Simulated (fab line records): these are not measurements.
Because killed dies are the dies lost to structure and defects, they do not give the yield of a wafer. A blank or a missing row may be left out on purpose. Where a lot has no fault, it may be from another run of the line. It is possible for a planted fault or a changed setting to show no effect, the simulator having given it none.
Problem report in the 8D (eight disciplines) form, filled by code || flow sky130 || the parts of the form that need people (team, actions taken, sign-off) are left out

## 1. WHAT WENT WRONG
Mean of cd-nm at SKY_LOCAL_INTERCONNECT_CD_MEAS_11: 132.0 nm across 4 wafers in 3 lots; on wafers with no fault it is 169.9 nm (standard deviation 1.6). Measured from the usual mean, that is -24 standard deviations.
The step: target cd 170 nm.
First seen on wafer L427.6, day 34 17:40, on cd-sem-01. Wafers with a number at this step in the record: 44, from 15 lots. By rule, "out" or "out of limits" means more than 4 standard deviations away from the usual mean. All remaining wafers that have a number are taken as sound.

## 2. WHAT IT IS; WHAT IT IS NOT
{"question": "which readings at this step", "is": "cd-nm", "is not": "-"}
{"question": "which lots", "is": "L427, L429, L430", "is not": "L416, L417, L418, L419, L420, L422, L423, L424, L425, L436, L438, L439"}
{"question": "which wafers of those lots", "is": "L427.6, L429.5, L430.5, L430.6", "is not": "L427.2, L427.4, L429.1, L429.3"}
{"question": "read on which gauges", "is": "cd-sem-01, cd-sem-02", "is not": "-"}
{"question": "when", "is": "from day 34 17:40", "is not": "up to then (29 sound wafers); but 11 sound wafers of L429, L436, L438, L439 came after"}

## 3. SUSPECTS, AND WHAT RULES EACH OUT
Counting: if a tool at a process step up to the reading ran every lot that is out, it stays a suspect. Sound lots after the first of them don't rule it out here, since some wafers of a struck lot are sound.
- the gauge at SKY_LOCAL_INTERCONNECT_CD_MEAS_11 has been ruled out. The wafers that are out were read on 2 gauges (cd-sem-01, cd-sem-02).
- krf-scanner-01 at SKY_LOCAL_INTERCONNECT_EXPOSE_08 (exposes mask LI1M, target cd 170 nm): kept. It processed each lot that is out (first: L427, day 34 05:29); up to then, its last sound lot is L425 (day 33 19:32).
The count leaves krf-scanner-01 at SKY_LOCAL_INTERCONNECT_EXPOSE_08.

## 4. THE CAUSE (what the simulator had put in)
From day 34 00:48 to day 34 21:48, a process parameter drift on krf-scanner-01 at SKY_LOCAL_INTERCONNECT_EXPOSE_08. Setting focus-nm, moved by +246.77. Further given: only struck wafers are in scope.
Only this tool survived the counting.

## 5. THE CHAIN OF EFFECTS, in route order
Each row: a reading where the mean over the struck wafers with a number is more than 3 standard deviations away from the usual. Scope: only readings with a usual standard deviation given in the record; hours: median across lots of the time from each lot's start at the first step in this table that gives one to its start at this step; sigmas: change in usual standard deviations.
{"hours": 0, "step": "SKY_LOCAL_INTERCONNECT_CD_MEAS_11", "reading": "cd-nm", "usual": "169.9 nm", "on struck wafers": 132.0, "change": -37.9, "sigmas": -24}

## 6. WHAT WOULD HAVE CAUGHT IT SOONER
The first out-of-limits reading at a measuring or inspecting step in this record came at day 34 17:40, 17 hours after the fault's start at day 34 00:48.
An alarm limit of 4 standard deviations would not have fired on the tool readings at SKY_LOCAL_INTERCONNECT_EXPOSE_08 for which the record gives a usual standard deviation, since none of them was out on any struck wafer.
Among the 3 lots that are out, L429, L430 began SKY_LOCAL_INTERCONNECT_EXPOSE_08 on krf-scanner-01 after day 34 17:40. A hold on the tool at that time would have spared those 2.
